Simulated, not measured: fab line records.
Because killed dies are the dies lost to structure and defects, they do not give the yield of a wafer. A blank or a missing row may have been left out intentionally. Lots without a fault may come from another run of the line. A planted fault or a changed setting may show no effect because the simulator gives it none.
8D (eight disciplines) problem report, filled in by code / flow sky130 / the parts of the form that need people (team, actions taken, sign-off) are left out

## 1. WHAT IS WRONG
Wafers without a fault read 56.60 W, standard deviation 0.048; heaterPowerTotalW at SKY_CAP2M_SOFTBAKE_08 reads a mean of 58.16 W on 6 wafers belonging to 2 lots. Relative to the usual mean, that is a shift of +33 standard deviations.
The step: time 60 s.
Earliest sighting: wafer L480.1 on lithoTrack-01 at day 42 11:41. The record has a number at this step for 36 wafers belonging to 12 lots. The rule behind "out" and "out of limits": a value lying over 4 standard deviations away from the usual mean. Any other wafer with a number is counted as sound.

## 2. WHAT IT IS, AND WHAT IT ISN'T
question=which readings at this step | is=heaterPowerTotalW, plateTempC | is not=-
question=which lots | is=L480, L482 | is not=L475, L477, L479, L487, L490, L492, L494, L495, L496, L497
question=which wafers of those lots | is=all that have a number | is not=-
question=read on which tools | is=lithoTrack-01 | is not=lithoTrack-02, lithoTrack-04
question=when | is=from day 42 11:41 | is not=up to then (9 sound wafers); but 21 sound wafers of L487, L490, L492, L494, L495, L496, L497 came after

## 3. WHAT RULES OUT EACH SUSPECT
Counting: a tool stays on the suspect list if, at a process step up to the reading, it processed all lots that are out and no sound lot following the first of them.
- pvdSputter-04 at SKY_VIA3_SPUTTER_20 (material TiN, target thk 20 nm, time 80 s): ruled out as a lasting fault. Following L480 (day 41 22:25), the first lot on it that is out, the sound lots L490, L496, L495 were run on it.
- lithoTrack-01 at SKY_CAP2M_SOFTBAKE_08 (time 60 s): ruled out as a lasting fault. Following L480 (day 42 11:41), the first lot on it that is out, the sound lots L492 were run on it.
Left after counting: nothing in the record.

## 4. THE CAUSE (what the simulator had put in)
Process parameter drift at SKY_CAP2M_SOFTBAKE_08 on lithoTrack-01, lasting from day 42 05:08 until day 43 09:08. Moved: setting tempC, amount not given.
Counting ruled it out, wrongly.

## 5. SEQUENCE OF EFFECTS, ordered by route
Each row: a reading where the mean over the struck wafers with a number is more than 3 standard deviations away from the usual. Scope: only readings with a usual standard deviation given in the record; hours: median across lots of the time from each lot's start at the first step in this table that gives one to its start at this step; sigmas: change in usual standard deviations.
hours=0; step=SKY_CAP2M_SOFTBAKE_08; reading=heaterPowerTotalW; usual=56.60 W; on struck wafers=58.16; change=+1.56; sigmas=+33
hours=0; step=SKY_CAP2M_SOFTBAKE_08; reading=plateTempC; usual=90.00 C; on struck wafers=91.65; change=+1.65; sigmas=+14
It contains these process steps:
- SKY_CAP2M_SOFTBAKE_08: time 60 s.

## 6. WHAT WOULD HAVE CAUGHT IT SOONER
7 hours passed between the start of the fault at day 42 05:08 and the first reading out of limits in this record, taken at day 42 11:41.
